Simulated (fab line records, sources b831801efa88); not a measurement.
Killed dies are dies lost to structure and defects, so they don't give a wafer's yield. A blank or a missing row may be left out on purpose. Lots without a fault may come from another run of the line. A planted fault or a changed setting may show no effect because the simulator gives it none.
Which tool did it? | flow sky130 | 11 lots, 33 wafers sampled, at 4 steps of a route of 708

WHAT THE GAUGES READ, wafer by wafer
SKY_SD_N_RS_MEAS_16: measures by four-point-probe. Usual: SD_N_RS 68.58 ohm/sq, standard deviation 0.15.
lot  | measured     | on            | SD_N_RS (ohm/sq)                    | flag
L962 | day 28 10:04 | film_metro-02 | 68.75 68.66 68.54                   |
L964 | day 29 14:02 | film_metro-03 | 68.46 68.51 68.48                   |
L963 | day 29 18:47 | film_metro-03 | 68.33 68.49 68.44                   |
L966 | day 30 12:56 | film_metro-04 | 68.67 68.81 68.70                   |
L967 | day 30 16:11 | film_metro-02 | 68.78 68.68 68.67                   |
L968 | day 31 02:07 | film_metro-02 | 68.53 68.55 68.49                   |
L974 | day 32 12:44 | film_metro-02 | 66.38 66.32 66.50 66.50 66.50 66.50 | OFF
L975 | day 32 23:41 | film_metro-03 | 66.34 66.32 66.33 66.22 66.35 66.26 | OFF
L976 | day 33 00:52 | film_metro-02 | 66.49 66.34 66.45 66.47 66.35 66.43 | OFF
L982 | day 35 18:52 | film_metro-04 | 68.69 68.48 68.51                   |
L983 | day 35 22:35 | film_metro-04 | 68.45 68.53 68.66                   |

WHICH TOOL RAN EACH LOT (tool, then ch and the chambers of the sampled wafers, then the start)
lot  | SKY_LDD_HVP_STRIP_09                 | SKY_LDD_LDN_STRIP_12                 | SKY_SD_N_IMPLANT_10
L962 | plasma_asher-02 ch 1, day 22 04:17   | plasma_asher-01 ch 0, day 23 10:22   | implanter-04 ch 0, day 28 09:32
L964 | plasma_asher-03 ch 0,1, day 23 10:56 | plasma_asher-04 ch 0,1, day 24 16:16 | implanter-01 ch 0, day 29 13:28
L963 | plasma_asher-01 ch 0,1, day 23 14:04 | plasma_asher-01 ch 1, day 24 18:59   | implanter-01 ch 0, day 29 18:14
L966 | plasma_asher-02 ch 0,1, day 24 09:20 | plasma_asher-04 ch 0,1, day 25 15:35 | implanter-02 ch 0, day 30 12:25
L967 | plasma_asher-02 ch 0,1, day 24 11:03 | plasma_asher-04 ch 0,1, day 25 17:05 | implanter-04 ch 0, day 30 15:40
L968 | plasma_asher-02 ch 0,1, day 24 20:48 | plasma_asher-02 ch 0,1, day 26 03:27 | implanter-02 ch 0, day 31 01:34
L974 | plasma_asher-02 ch 0,1, day 26 11:45 | plasma_asher-02 ch 0,1, day 27 17:24 | implanter-01 ch 0, day 32 12:13
L975 | plasma_asher-03 ch 0,1, day 26 22:34 | plasma_asher-01 ch 0,1, day 28 04:23 | implanter-01 ch 0, day 32 23:10
L976 | plasma_asher-03 ch 0,1, day 27 01:31 | plasma_asher-01 ch 0,1, day 28 06:29 | implanter-01 ch 0, day 33 00:20
L982 | plasma_asher-02 ch 0, day 29 23:17   | plasma_asher-02 ch 0, day 31 03:33   | implanter-02 ch 0, day 35 18:20
L983 | plasma_asher-02 ch 0,1, day 30 01:15 | plasma_asher-01 ch 0,1, day 31 06:28 | implanter-04 ch 0, day 35 22:04
- SKY_LDD_HVP_STRIP_09: strips in O2/N2.
- SKY_LDD_LDN_STRIP_12: strips in O2/N2.
- SKY_SD_N_IMPLANT_10

WHAT THE TOOLS THEMSELVES READ (means of the sampled wafers that have a number; where no wafer has one, the mark that the record gives instead)
SKY_LDD_HVP_STRIP_09. Usual: drypump_motor_current_A 5.8 A, standard deviation 0.34; o2_flow_sccm 3003 sccm, standard deviation 10; oes_product_au 0.408 a.u., standard deviation 0.0047; strip_time_to_endpoint_s 4.135 s, standard deviation 0.015.
lot  | tool            | drypump_motor_current_A (A) | o2_flow_sccm (sccm) | oes_product_au (a.u.) | strip_time_to_endpoint_s (s) | flag
L962 | plasma_asher-02 | 5.6                         | 3000                | 0.406                 | 4.132                        |
L964 | plasma_asher-03 | 5.9                         | 3005                | 0.408                 | 4.125                        |
L963 | plasma_asher-01 | 5.6                         | 3014                | 0.410                 | 4.124                        |
L966 | plasma_asher-02 | 5.8                         | 3009                | 0.407                 | 4.150                        |
L967 | plasma_asher-02 | 5.7                         | 2996                | 0.411                 | 4.140                        |
L968 | plasma_asher-02 | 5.8                         | 3013                | 0.403                 | 4.115                        |
L974 | plasma_asher-02 | 5.8                         | 3007                | 0.407                 | 4.130                        |
L975 | plasma_asher-03 | 5.9                         | 3007                | 0.409                 | 4.146                        |
L976 | plasma_asher-03 | 6.1                         | 2995                | 0.406                 | 4.128                        |
L982 | plasma_asher-02 | 5.9                         | 2998                | 0.409                 | 4.130                        |
L983 | plasma_asher-02 | 5.7                         | 3002                | 0.407                 | 4.119                        |

SKY_LDD_LDN_STRIP_12. Usual: drypump_motor_current_A 5.8 A, standard deviation 0.51; o2_flow_sccm 2999 sccm, standard deviation 9; oes_product_au 0.716 a.u., standard deviation 0.0047; strip_time_to_endpoint_s 14.20 s, standard deviation 0.044.
lot  | tool            | drypump_motor_current_A (A) | o2_flow_sccm (sccm) | oes_product_au (a.u.) | strip_time_to_endpoint_s (s) | flag
L962 | plasma_asher-01 | 5.3                         | 3002                | 0.714                 | 14.21                        |
L964 | plasma_asher-04 | 6.2                         | 3003                | 0.715                 | 14.20                        |
L963 | plasma_asher-01 | 6.3                         | 3009                | 0.712                 | 14.26                        |
L966 | plasma_asher-04 | 6.2                         | 2995                | 0.712                 | 14.18                        |
L967 | plasma_asher-04 | 6.2                         | 2996                | 0.713                 | 14.23                        |
L968 | plasma_asher-02 | 5.8                         | 2998                | 0.711                 | 14.11                        |
L974 | plasma_asher-02 | 5.7                         | 2998                | 0.716                 | 14.25                        |
L975 | plasma_asher-01 | 5.6                         | 3004                | 0.722                 | 14.15                        |
L976 | plasma_asher-01 | 5.6                         | 2998                | 0.720                 | 14.22                        |
L982 | plasma_asher-02 | 5.9                         | 2992                | 0.712                 | 14.15                        |
L983 | plasma_asher-01 | 5.9                         | 2998                | 0.717                 | 14.18                        |

SKY_SD_N_IMPLANT_10. Usual: beam_on_s 10.69 s, standard deviation 0.28; dose_ions_cm2 1.0001e+14, standard deviation 1.2e+11.
lot  | tool         | beam_on_s (s) | dose_ions_cm2 | flag
L962 | implanter-04 | 10.62         | 1.0001e+14    |
L964 | implanter-01 | 10.77         | 1.0006e+14    |
L963 | implanter-01 | 10.74         | 1.0012e+14    |
L966 | implanter-02 | 10.44         | 9.9913e+13    |
L967 | implanter-04 | 10.47         | 1.0015e+14    |
L968 | implanter-02 | 10.43         | 9.9860e+13    |
L974 | implanter-01 | 20.02         | 1.8540e+14    | OFF
L975 | implanter-01 | 20.77         | 1.8546e+14    | OFF
L976 | implanter-01 | 20.44         | 1.8561e+14    | OFF
L982 | implanter-02 | 10.40         | 1.0011e+14    |
L983 | implanter-04 | 10.69         | 9.9973e+13    |

THE ANSWER, worked out from the rows above alone
Rule: a lot is off if the mean of its wafers that have a number lies more than 3 standard deviations from the usual mean. A lot without any number at a reading at which 4 lots or more have one is off too. The other lots that the step has rows for count as sound. The gauges are gone through in route order, then the tools' own readings, and for those a lot's mean is taken as printed above. The first step at which some lot is off is used, and at that step the reading that is off furthest; a lot without a number counts as furthest.
Off: L974, L975, L976, at SKY_SD_N_RS_MEAS_16 (SD_N_RS).
A tool fits if, at a process step before that reading, it ran every lot that is off, and no sound lot after the first of them. The gauges at SKY_SD_N_RS_MEAS_16 aren't tried: what is off there is off at SKY_SD_N_IMPLANT_10 too, on other tools, and a gauge's error can't cause that. One fits: implanter-01 at SKY_SD_N_IMPLANT_10. Its last sound lot is L963 (day 29 18:14), its first lot that is off L974 (day 32 12:13): a fault that began between those two fits.
The tool's own readings at SKY_SD_N_IMPLANT_10 bear it out: on the lots that are off they differ by more than 5 times the standard deviation of the sound lots' means. beam_on_s reads 20.41 s there against 10.57 s on the sound lots; dose_ions_cm2 reads 1.8549e+14 there against 1.0002e+14 on the sound lots.

WHAT THE SIMULATOR HAD PUT IN
Process parameter drift: implanter-01, from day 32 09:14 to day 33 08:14, at SKY_SD_N_IMPLANT_10. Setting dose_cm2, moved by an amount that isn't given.
Lots struck among those shown: L974, L975, L976. The rule above found the same.
